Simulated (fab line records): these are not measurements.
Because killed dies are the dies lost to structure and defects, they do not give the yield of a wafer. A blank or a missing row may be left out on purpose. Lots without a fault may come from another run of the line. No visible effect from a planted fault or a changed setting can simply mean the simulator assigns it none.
Which of the tools did it? || flow gf180mcu || 14 lots with 42 wafers sampled at 2 steps, on a route of 602 steps

WHAT EACH GAUGE READ, for each wafer
GF_VT_IMPLANT_TW_MEAS_10.
{"lot": "L467", "measured": "day 5 17:20", "on": "film_metro-04", "VT_IMPLANT_TW": "567.5 566.8 568.1"}
{"lot": "L468", "measured": "day 5 22:08", "on": "film_metro-04", "VT_IMPLANT_TW": "565.2 568.1 571.9"}
{"lot": "L470", "measured": "day 6 15:44", "on": "film_metro-03", "VT_IMPLANT_TW": "566.2 569.4 566.9"}
{"lot": "L471", "measured": "day 6 18:46", "on": "film_metro-04", "VT_IMPLANT_TW": "563.8 563.5 563.1"}
{"lot": "L472", "measured": "day 6 22:31", "on": "film_metro-04", "VT_IMPLANT_TW": "559.9 562.5 563.8"}
{"lot": "L475", "measured": "day 7 16:53", "on": "film_metro-03", "VT_IMPLANT_TW": "569.0 568.3 569.3"}
{"lot": "L480", "measured": "day 9 02:17", "on": "film_metro-02", "VT_IMPLANT_TW": "560.0 559.7 562.0"}
{"lot": "L481", "measured": "day 9 09:46", "on": "film_metro-03", "VT_IMPLANT_TW": "567.9 565.2 564.1"}
{"lot": "L482", "measured": "day 9 14:20", "on": "film_metro-03", "VT_IMPLANT_TW": "563.5 564.5 569.3"}
{"lot": "L483", "measured": "day 9 21:39", "on": "film_metro-03", "VT_IMPLANT_TW": "562.5 564.8 563.6"}
{"lot": "L484", "measured": "day 10 01:13", "on": "film_metro-04", "VT_IMPLANT_TW": "567.6 566.8 564.7"}
{"lot": "L485", "measured": "day 10 07:34", "on": "film_metro-03", "VT_IMPLANT_TW": "561.4 564.9 563.0"}
{"lot": "L487", "measured": "day 10 22:32", "on": "film_metro-02", "VT_IMPLANT_TW": "567.0 565.9 562.0"}
{"lot": "L488", "measured": "day 11 03:00", "on": "film_metro-04", "VT_IMPLANT_TW": "561.9 563.4 562.6"}

GF_VT_IMPLANT_OVL_MEAS_18.
{"lot": "L467", "measured": "day 6 08:05", "on": "overlay-01", "VT_IMPLANT_01_OVL (nm)": "-0.7 -0.4 0.3"}
{"lot": "L468", "measured": "day 6 12:41", "on": "overlay-02", "VT_IMPLANT_01_OVL (nm)": "-0.9 0.4 -2.1"}
{"lot": "L470", "measured": "day 7 07:53", "on": "overlay-02", "VT_IMPLANT_01_OVL (nm)": "0.7 -1.1 -1.3"}
{"lot": "L471", "measured": "day 7 10:21", "on": "overlay-02", "VT_IMPLANT_01_OVL (nm)": "0.4 -0.6 0.6"}
{"lot": "L472", "measured": "day 7 14:29", "on": "overlay-02", "VT_IMPLANT_01_OVL (nm)": "0.2 0.3 1.0"}
{"lot": "L475", "measured": "day 8 09:02", "on": "overlay-02", "VT_IMPLANT_01_OVL (nm)": "-0.4 -0.9 0.6"}
{"lot": "L480", "measured": "day 9 20:03", "on": "overlay-02", "VT_IMPLANT_01_OVL (nm)": "0.1 -0.5 0.1"}
{"lot": "L481", "measured": "day 10 02:56", "on": "overlay-01", "VT_IMPLANT_01_OVL (nm)": "-1.7 -1.7 -1.5"}
{"lot": "L482", "measured": "day 10 07:29", "on": "overlay-01", "VT_IMPLANT_01_OVL (nm)": "0.1 -2.2 -1.7"}
{"lot": "L483", "measured": "day 10 15:50", "on": "overlay-02", "VT_IMPLANT_01_OVL (nm)": "-0.3 -1.6 0.5"}
{"lot": "L484", "measured": "day 10 19:59", "on": "overlay-02", "VT_IMPLANT_01_OVL (nm)": "-1.1 -2.7 -4.8"}
{"lot": "L485", "measured": "day 11 02:23", "on": "overlay-01", "VT_IMPLANT_01_OVL (nm)": "-0.1 1.9 2.8"}
{"lot": "L487", "measured": "day 11 17:26", "on": "overlay-01", "VT_IMPLANT_01_OVL (nm)": "0.0 0.3 2.4"}
{"lot": "L488", "measured": "day 11 21:53", "on": "overlay-01", "VT_IMPLANT_01_OVL (nm)": "0.7 0.5 0.0"}

WHICH TOOL RAN EACH LOT (tool, then ch and the chambers of the sampled wafers, then the start)
Before these readings, the record contains no process step.

AS READ BY THE TOOLS THEMSELVES (means over the sampled wafers that have a number; for cases with no such wafer, the mark the record gives instead)
The record holds no such reading with a usual standard deviation.

THE ANSWER, worked out from the rows above alone
Rule: the usual values come from the lots themselves. Put in order of their means at a reading, lots are off if they are a third of the lots or fewer, leave a main group of 4 or more, and stand apart from it by a gap of 3 or more times the standard deviation of the main group's means; of several such gaps the widest counts. A main group whose means are all the same, to the digits that the tables above print for the reading, isn't used. Also off: a lot with no number at a reading for which 4 or more lots have one. The other lots that the step has rows for count as sound. After the gauges, taken in route order, come the tools' own readings; for these a lot's mean is taken, as printed above. At the first step where some lot is off, the reading lying furthest off is the one used; lots without a number count as furthest.
No lot is off on any of the readings shown, so nothing can be concluded from this.

WHAT THE SIMULATOR HAD INSERTED
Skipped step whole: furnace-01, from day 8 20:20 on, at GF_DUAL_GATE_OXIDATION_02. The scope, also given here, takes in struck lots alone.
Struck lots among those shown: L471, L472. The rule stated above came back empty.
